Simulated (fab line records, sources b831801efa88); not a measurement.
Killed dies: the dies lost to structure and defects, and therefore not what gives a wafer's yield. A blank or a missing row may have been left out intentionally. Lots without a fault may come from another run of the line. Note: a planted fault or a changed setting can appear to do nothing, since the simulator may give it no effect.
Which tool did it? || flow sky130 || 36 wafers sampled from 12 lots at 1 step of a route of 708

== WHAT THE GAUGES READ, wafer by wafer ==
SKY_GATE_OXIDE_OVL_MEAS_10. Usual: GATE_OXIDE_OVL -0.1 nm, standard deviation 1.5.
{"lot": "L948", "measured": "day 13 18:16", "on": "overlay-01", "GATE_OXIDE_OVL (nm)": "0.8 1.0 -0.2", "flag": ""}
{"lot": "L949", "measured": "day 14 01:20", "on": "overlay-01", "GATE_OXIDE_OVL (nm)": "-0.1 0.3 -0.7", "flag": ""}
{"lot": "L950", "measured": "day 14 05:11", "on": "overlay-02", "GATE_OXIDE_OVL (nm)": "-0.9 0.6 -0.2", "flag": ""}
{"lot": "L951", "measured": "day 14 11:44", "on": "overlay-01", "GATE_OXIDE_OVL (nm)": "-2.7 -2.6 -1.9", "flag": ""}
{"lot": "L952", "measured": "day 14 21:44", "on": "overlay-01", "GATE_OXIDE_OVL (nm)": "3.4 1.1 1.6", "flag": ""}
{"lot": "L954", "measured": "day 16 07:01", "on": "overlay-02", "GATE_OXIDE_OVL (nm)": "-0.6 2.0 1.0", "flag": ""}
{"lot": "L955", "measured": "day 16 10:38", "on": "overlay-01", "GATE_OXIDE_OVL (nm)": "2.4 3.8 0.3", "flag": ""}
{"lot": "L958", "measured": "day 17 00:23", "on": "overlay-01", "GATE_OXIDE_OVL (nm)": "1.1 1.8 -0.5", "flag": ""}
{"lot": "L960", "measured": "day 18 13:59", "on": "overlay-02", "GATE_OXIDE_OVL (nm)": "-0.2 -0.9 -0.6", "flag": ""}
{"lot": "L961", "measured": "day 18 17:02", "on": "overlay-02", "GATE_OXIDE_OVL (nm)": "0.7 0.4 -1.7", "flag": ""}
{"lot": "L962", "measured": "day 19 02:38", "on": "overlay-02", "GATE_OXIDE_OVL (nm)": "0.0 0.8 -0.4", "flag": ""}
{"lot": "L967", "measured": "day 19 23:16", "on": "overlay-02", "GATE_OXIDE_OVL (nm)": "-0.5 1.3 0.8", "flag": ""}

== TOOL THAT RAN EACH LOT (tool first, then ch and the chambers of the sampled wafers, then the start) ==
There is no process step in the record ahead of these readings.

== AS READ BY THE TOOLS THEMSELVES (means over the sampled wafers that have a number; for cases with no such wafer, the mark the record gives instead) ==
The record holds no such reading with a usual standard deviation.

== THE ANSWER, worked out from the rows above alone ==
Rule: a lot counts as off when the mean over its wafers that have a number is more than 3 standard deviations away from the usual mean. A lot without any number at a reading at which 4 lots or more have one is off too. All remaining lots with rows at the step are treated as sound. Order of review: gauges by route order, followed by the tools' own readings, for which a lot's mean as printed above is used. The first step at which some lot is off is used, and at that step the reading that is off furthest; a lot without a number counts as furthest.
Nothing can be told from this: no lot is off at any reading shown.

== WHAT THE SIMULATOR HAD INSERTED ==
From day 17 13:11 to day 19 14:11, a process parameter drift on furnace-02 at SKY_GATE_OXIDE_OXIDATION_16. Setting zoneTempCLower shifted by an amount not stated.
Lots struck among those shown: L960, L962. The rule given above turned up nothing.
